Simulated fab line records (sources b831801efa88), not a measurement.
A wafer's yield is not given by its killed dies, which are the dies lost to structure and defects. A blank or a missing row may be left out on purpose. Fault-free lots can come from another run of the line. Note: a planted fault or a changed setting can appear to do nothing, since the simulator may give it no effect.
Matching of chambers | flow gf180mcu | cmp-02 running GF_V5_CMP_04: 4 sister chambers
The step polishes SiO2. 8 wafers are shown with their chamber, then 9 later ones without.

WAFERS WITH THEIR CHAMBER
wafer  | chamber | motor_current_A (A)
L646.4 | 2       | 11.7
L648.1 | 0       | 12.0
L649.1 | 1       | 13.0
L649.4 | 3       | 11.8
L649.5 | 2       | 10.9
L650.1 | 3       | 11.5
L650.3 | 1       | 12.7
L650.4 | 0       | 11.8

WAFERS WITH NO CHAMBER GIVEN
wafer  | motor_current_A (A)
L654.1 | 11.5
L654.3 | 11.0
L654.6 | 11.3
L656.3 | 11.4
L656.4 | 11.5
L656.5 | 11.3
L659.2 | 11.7
L659.5 | 11.0
L659.6 | 11.0

WHICH CHAMBER EACH ONE RAN IN
wafer  | from the rows above          | in truth
L654.1 | can't be placed: 3 or 2 or 0 | 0
L654.3 | can't be placed: 2 or 3 or 0 | 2
L654.6 | can't be placed: 2 or 3 or 0 | 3
L656.3 | can't be placed: 2 or 3 or 0 | 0
L656.4 | can't be placed: 3 or 2 or 0 | 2
L656.5 | can't be placed: 2 or 3 or 0 | 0
L659.2 | can't be placed: 3 or 0 or 2 | 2
L659.5 | can't be placed: 2 or 3 or 0 | 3
L659.6 | can't be placed: 2 or 3 or 0 | 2
Correct placement for 0 of the 9. Can't be placed from these rows: 9 (the true chamber is among the candidates in 9). Wrongly placed: 0.
How it was worked out, from the rows above alone: a wafer's distance from a chamber is the root of the sum, over the readings, of the square of ((its reading less the chamber's mean) divided by the reading's scatter). If the next closest chamber is less than 2 further off than the closest, the wafer can't be placed; otherwise it belongs to the closest. For every chamber, the mean is computed from those of its wafers that are shown. The scatter: the root of (the sum of the squares of (reading less its chamber's mean) over the shown wafers, divided by (wafers less chambers)).
